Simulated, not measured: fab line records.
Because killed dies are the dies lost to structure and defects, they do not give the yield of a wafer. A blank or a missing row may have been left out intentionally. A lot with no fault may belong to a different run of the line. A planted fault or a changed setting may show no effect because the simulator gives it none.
Matching of chambers ; flow gf180mcu ; 4 sister chambers for GF_V1_CMP_04 on cmp-01
The step polishes SiO2. 8 wafers are shown with their chamber, then 8 later ones without.

== WAFERS WITH THEIR CHAMBER ==
wafer;chamber;motor_current_A (A);head_pressure_psi (psi)
L626.2;0;13.1;4.002
L626.4;3;10.9;3.997
L626.5;3;10.8;3.992
L634.3;0;13.4;4.006
L634.6;1;12.3;4.009
L636.1;1;12.5;3.994
L636.5;2;11.9;3.992
L638.2;2;11.2;3.998

== WAFERS MISSING THEIR CHAMBER ==
wafer;motor_current_A (A);head_pressure_psi (psi)
L638.4;11.2;4.015
L638.6;11.0;4.011
L639.2;12.0;3.993
L639.4;11.2;3.998
L639.6;11.7;3.997
L640.3;11.0;3.999
L640.5;11.0;3.993
L640.6;13.1;3.992

== CHAMBER TAKEN BY EACH ==
wafer;from the rows above;in truth
L638.4;can't be placed: 2 or 3 or 1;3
L638.6;can't be placed: 3 or 2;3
L639.2;can't be placed: 2 or 1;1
L639.4;can't be placed: 2 or 3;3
L639.6;can't be placed: 2 or 1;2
L640.3;can't be placed: 3 or 2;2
L640.5;can't be placed: 3 or 2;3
L640.6;can't be placed: 0 or 1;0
Correctly placed: 0 of 8. Cannot be placed on the basis of these rows: 8; the candidates contain the true chamber in 8. Wrongly placed: 0.
How it was worked out, from the rows above alone: a wafer's distance from a chamber is the root of the sum, over the readings, of the square of ((its reading less the chamber's mean) divided by the reading's scatter). If the next closest chamber is less than 2 further off than the closest, the wafer can't be placed; otherwise it belongs to the closest. The mean given for a chamber averages the wafers shown for that chamber. The scatter is the square root of a quotient: the sum, over the shown wafers, of each reading's squared deviation from its chamber's mean, divided by wafers minus chambers.
